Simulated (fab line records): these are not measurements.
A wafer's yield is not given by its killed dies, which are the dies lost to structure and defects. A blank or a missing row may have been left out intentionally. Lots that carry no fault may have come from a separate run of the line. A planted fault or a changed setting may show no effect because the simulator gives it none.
Which of the tools did it? ; flow gf180mcu ; Sampling: 12 lots, 34 wafers, 5 of 602 route steps

WHAT THE GAUGES READ, wafer by wafer
GF_V2_BOW_MEAS_05.
lot;measured;on;V2_BOW (um)
L651;day 19 04:58;film metro-01;84 86 89
L653;day 20 04:21;film metro-03;100 102 108
L655;day 21 04:22;film metro-03;116 112 120
L658;day 22 04:41;film metro-03;106 107 99
L662;day 23 12:20;film metro-04;92 111 96
L665;day 24 12:04;film metro-01;103 105
L667;day 25 08:51;film metro-01;91 88
L668;day 25 18:36;film metro-04;115 95 99
L670;day 26 11:57;film metro-04;99 105 105
L671;day 26 12:46;film metro-03;96 89 96
L672;day 26 21:47;film metro-04;87 100 91
L674;day 27 13:28;film metro-03;96 92 121

GF_PASSIVATION_THK_MEAS_01.
lot;measured;on;PASSIVATION_CVD_00_THK (nm)
L651;day 28 02:46;film metro-03;967 1001 981
L653;day 29 00:17;film metro-01;992 996 994
L655;day 29 19:34;film metro-01;1007 990 1020
L658;day 30 14:04;film metro-01;999 1021 1016
L662;day 31 14:53;film metro-03;1594 1014 1622 1592 1014 1623
L665;day 32 08:59;film metro-01;1592 1613 1592 1612
L667;day 33 02:10;film metro-01;1588 1609 1590 1607
L668;day 33 08:51;film metro-01;988 1005 1009
L670;day 33 20:56;film metro-01;975 1001 1001
L671;day 34 02:08;film metro-04;981 1014 989
L672;day 34 05:18;film metro-03;1010 1021 1003
L674;day 34 16:32;film metro-03;996 994 1014

WHAT TOOL EACH LOT RAN ON (gives the tool, then ch and the chambers of the sampled wafers, and finally the start)
lot;GF_V2_ETCH_16;GF_M3_SPUTTER_02;GF_PASSIVATION_CVD_00
L651;rie diel-04 ch 1,2,3, day 20 05:23;pvd sputter-02, day 20 06:54;pecvd-03 ch 1,2, day 28 02:41
L653;rie diel-02 ch 0,2,3, day 21 05:08;pvd sputter-01, day 21 06:37;pecvd-02 ch 1,2, day 29 00:13
L655;rie diel-02 ch 1,2, day 22 04:52;pvd sputter-04, day 22 06:23;pecvd-02 ch 0,1, day 29 19:29
L658;rie diel-02 ch 0,1,2, day 23 04:25;pvd sputter-04, day 23 06:01;pecvd-02 ch 1, day 30 13:57
L662;rie diel-02 ch 0,2,3, day 24 11:22;pvd sputter-02, day 24 12:56;pecvd-02 ch 0,1, day 31 14:48
L665;rie diel-04 ch 1,2, day 25 09:59;pvd sputter-02, day 25 11:28;pecvd-02 ch 0,1, day 32 08:54
L667;rie diel-01 ch 0,2, day 26 06:02;pvd sputter-01, day 26 07:55;pecvd-02 ch 0, day 33 02:05
L668;rie diel-04 ch 0,1, day 26 15:37;pvd sputter-02, day 26 17:10;pecvd-03 ch 0,1,2, day 33 08:45
L670;rie diel-01 ch 0,1, day 27 08:49;pvd sputter-02, day 27 10:39;pecvd-03 ch 0,1,2, day 33 20:50
L671;rie diel-02 ch 0,2, day 27 09:25;pvd sputter-04, day 27 11:20;pecvd-03 ch 0,1,2, day 34 02:02
L672;rie diel-04 ch 0,1,3, day 27 18:49;pvd sputter-01, day 27 20:18;pecvd-03 ch 0,1, day 34 05:13
L674;rie diel-01 ch 0,1,2, day 28 09:28;pvd sputter-02, day 28 10:59;pecvd-01 ch 1,2, day 34 16:27
- GF_V2_ETCH_16: etches BARC in N2/H2.
- GF_M3_SPUTTER_02: material AlCu, target thk 450 nm, time 23.9 s.
- GF_PASSIVATION_CVD_00: deposits SiO2 from TEOS, target thk 1000 nm, time 111.95 s.

AS READ BY THE TOOLS THEMSELVES (means over the sampled wafers that have a number; for cases with no such wafer, the mark the record gives instead)
GF_V2_ETCH_16.
lot;tool;bias w (W);drypump motor current A (A);oes product au (a.u.);throttle valve pct (%)
L651;rie diel-04;99.9;5.4;0.853;13.234
L653;rie diel-02;100.2;5.6;0.861;13.219
L655;rie diel-02;100.1;5.8;0.854;13.223
L658;rie diel-02;99.5;5.7;0.857;13.221
L662;rie diel-02;99.8;5.6;0.856;13.220
L665;rie diel-04;100.2;5.2;0.864;13.223
L667;rie diel-01;99.8;5.8;0.857;13.227
L668;rie diel-04;100.2;5.9;0.856;13.229
L670;rie diel-01;100.0;6.1;0.854;13.222
L671;rie diel-02;100.2;5.5;0.859;13.220
L672;rie diel-04;99.7;5.8;0.855;13.228
L674;rie diel-01;99.6;5.9;0.859;13.223

GF_M3_SPUTTER_02.
lot;tool;throttle valve pct (%)
L651;pvd sputter-02;29.9
L653;pvd sputter-01;29.9
L655;pvd sputter-04;29.7
L658;pvd sputter-04;30.2
L662;pvd sputter-02;29.9
L665;pvd sputter-02;29.1
L667;pvd sputter-01;29.5
L668;pvd sputter-02;30.3
L670;pvd sputter-02;29.9
L671;pvd sputter-04;30.1
L672;pvd sputter-01;29.7
L674;pvd sputter-02;30.5

GF_PASSIVATION_CVD_00.
lot;tool;heater power outer w (W);heater power w (W)
L651;pecvd-03;396;714
L653;pecvd-02;422;743
L655;pecvd-02;442;817
L658;pecvd-02;490;865
L662;pecvd-02;430;812
L665;pecvd-02;430;788
L667;pecvd-02;352;700
L668;pecvd-03;338;610
L670;pecvd-03;375;664
L671;pecvd-03;345;631
L672;pecvd-03;379;672
L674;pecvd-01;399;641

THE ANSWER, worked out from the rows above alone
Rule: usual is defined by the lots themselves. Put in order of their means at a reading, lots are off if they are a third of the lots or fewer, leave a main group of 4 or more, and stand apart from it by a gap of 3 or more times the standard deviation of the main group's means; of several such gaps the widest counts. If all means in a main group match to the digits the tables above print for the reading, that group is not used. A lot without any number at a reading at which 4 lots or more have one is off too. Where the step has rows for the other lots, those lots are counted as sound. The gauges are gone through in route order, then the tools' own readings, and for those a lot's mean is taken as printed above. The first step at which some lot is off is used, and at that step the reading that is off furthest; a lot without a number counts as furthest.
Off: L662, L665, L667, seen at GF_PASSIVATION_THK_MEAS_01 (PASSIVATION_CVD_00_THK). For the main group the mean is 999 nm and the standard deviation 8.9.
A tool fits if, at a process step before that reading, it ran every lot that is off, and no sound lot after the first of them. The gauges at GF_PASSIVATION_THK_MEAS_01 are tried like those tools. One fits: pecvd-02 at GF_PASSIVATION_CVD_00. A fault onset in the window from L658 (day 30 13:57, its last sound lot) to L662 (day 31 14:48, its first lot off) fits.

WHAT THE SIMULATOR HAD INSERTED
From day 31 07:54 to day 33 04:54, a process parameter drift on pecvd-02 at GF_PASSIVATION_CVD_00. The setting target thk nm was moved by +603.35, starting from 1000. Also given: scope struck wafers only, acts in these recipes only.
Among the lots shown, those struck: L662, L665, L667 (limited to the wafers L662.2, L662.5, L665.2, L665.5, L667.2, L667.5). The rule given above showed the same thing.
